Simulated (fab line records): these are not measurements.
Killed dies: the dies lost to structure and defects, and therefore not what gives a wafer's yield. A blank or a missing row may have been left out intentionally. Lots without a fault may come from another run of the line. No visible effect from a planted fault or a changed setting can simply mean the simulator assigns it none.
Chamber matching || flow gf180mcu || GF_V2_CMP_26 on cmp-01 has 4 sister chambers
The step polishes, stops on SiO2, t overpolish 15 s, target thk 0 nm. 4 wafers are shown with their chamber, then 12 later ones without.

WAFERS WITH THEIR CHAMBER
{"wafer": "L086.1", "chamber": 3, "motor-current-A (A)": 12.1}
{"wafer": "L086.2", "chamber": 2, "motor-current-A (A)": 10.7}
{"wafer": "L086.5", "chamber": 0, "motor-current-A (A)": 10.6}
{"wafer": "L086.6", "chamber": 1, "motor-current-A (A)": 10.2}

WAFERS MISSING THEIR CHAMBER
{"wafer": "L087.1", "motor-current-A (A)": 10.5}
{"wafer": "L087.2", "motor-current-A (A)": 11.1}
{"wafer": "L087.6", "motor-current-A (A)": 11.6}
{"wafer": "L092.1", "motor-current-A (A)": 10.6}
{"wafer": "L092.3", "motor-current-A (A)": 12.0}
{"wafer": "L092.5", "motor-current-A (A)": 10.9}
{"wafer": "L095.1", "motor-current-A (A)": 10.4}
{"wafer": "L095.3", "motor-current-A (A)": 10.7}
{"wafer": "L095.4", "motor-current-A (A)": 12.0}
{"wafer": "L096.3", "motor-current-A (A)": 10.5}
{"wafer": "L096.4", "motor-current-A (A)": 11.0}
{"wafer": "L096.6", "motor-current-A (A)": 12.0}

THE CHAMBER EACH PASSED THROUGH
{"wafer": "L087.1", "from the rows above": "can't be placed: 0 or 2 or 1", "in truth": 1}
{"wafer": "L087.2", "from the rows above": "can't be placed: 2 or 0", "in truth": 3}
{"wafer": "L087.6", "from the rows above": "can't be placed: 3 or 2", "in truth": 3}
{"wafer": "L092.1", "from the rows above": "can't be placed: 0 or 2 or 1", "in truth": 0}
{"wafer": "L092.3", "from the rows above": 3, "in truth": 3}
{"wafer": "L092.5", "from the rows above": "can't be placed: 2 or 0", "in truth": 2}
{"wafer": "L095.1", "from the rows above": "can't be placed: 0 or 1 or 2", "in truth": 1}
{"wafer": "L095.3", "from the rows above": "can't be placed: 2 or 0", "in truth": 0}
{"wafer": "L095.4", "from the rows above": 3, "in truth": 3}
{"wafer": "L096.3", "from the rows above": "can't be placed: 0 or 2 or 1", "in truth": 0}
{"wafer": "L096.4", "from the rows above": "can't be placed: 2 or 0", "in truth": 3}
{"wafer": "L096.6", "from the rows above": 3, "in truth": 3}
3 of 12 placed correctly. Can't be placed from these rows: 9 (the true chamber is among the candidates in 7). Number placed wrongly: 0.
How it was worked out, from the rows above alone: a wafer's distance from a chamber is the root of the sum, over the readings, of the square of ((its reading less the chamber's mean) divided by the reading's scatter). If the next closest chamber is less than 2 further off than the closest, the wafer can't be placed; otherwise it belongs to the closest. Each chamber's mean is taken over the wafers shown for it. The scatter: root of mean squared gap, hidden wafer to nearest shown wafer, with one shown wafer a chamber.
